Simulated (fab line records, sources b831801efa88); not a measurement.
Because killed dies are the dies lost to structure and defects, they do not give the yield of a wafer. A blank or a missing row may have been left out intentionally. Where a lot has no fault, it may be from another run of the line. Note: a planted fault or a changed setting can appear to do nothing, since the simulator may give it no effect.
Matching of chambers | flow gf180mcu | GF_MIM_CVD_05 on pecvd-01 has 3 sister chambers
The step deposits Si3N4, target thk 42 nm, time 29.086 s. 6 wafers are shown with their chamber, then 10 later ones without.

## EACH WAFER AND ITS CHAMBER
wafer  | chamber | heater power w (W)
L082.5 | 0       | 598
L084.4 | 2       | 659
L084.5 | 2       | 650
L084.6 | 0       | 547
L088.3 | 1       | 641
L088.4 | 1       | 628

## WAFERS WHOSE CHAMBER IS MISSING
wafer  | heater power w (W)
L088.5 | 687
L092.1 | 655
L092.2 | 572
L092.3 | 693
L092.4 | 641
L092.5 | 680
L092.6 | 586
L097.2 | 586
L097.3 | 713
L097.5 | 722

## CHAMBER TAKEN BY EACH
wafer  | from the rows above     | in truth
L088.5 | can't be placed: 2 or 1 | 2
L092.1 | can't be placed: 2 or 1 | 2
L092.2 | 0                       | 0
L092.3 | can't be placed: 2 or 1 | 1
L092.4 | can't be placed: 1 or 2 | 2
L092.5 | can't be placed: 2 or 1 | 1
L092.6 | can't be placed: 0 or 1 | 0
L097.2 | can't be placed: 0 or 1 | 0
L097.3 | can't be placed: 2 or 1 | 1
L097.5 | can't be placed: 2 or 1 | 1
Correctly placed: 1 of 10. Cannot be placed on the basis of these rows: 9; the candidates contain the true chamber in 9. Number placed wrongly: 0.
How it was worked out, from the rows above alone: a wafer's distance from a chamber is the root of the sum, over the readings, of the square of ((its reading less the chamber's mean) divided by the reading's scatter). The wafer belongs to the nearest chamber; if the next one is less than 2 further off, it can't be placed. The mean given for a chamber averages the wafers shown for that chamber. The scatter: the root of (the sum of the squares of (reading less its chamber's mean) over the shown wafers, divided by (wafers less chambers)).
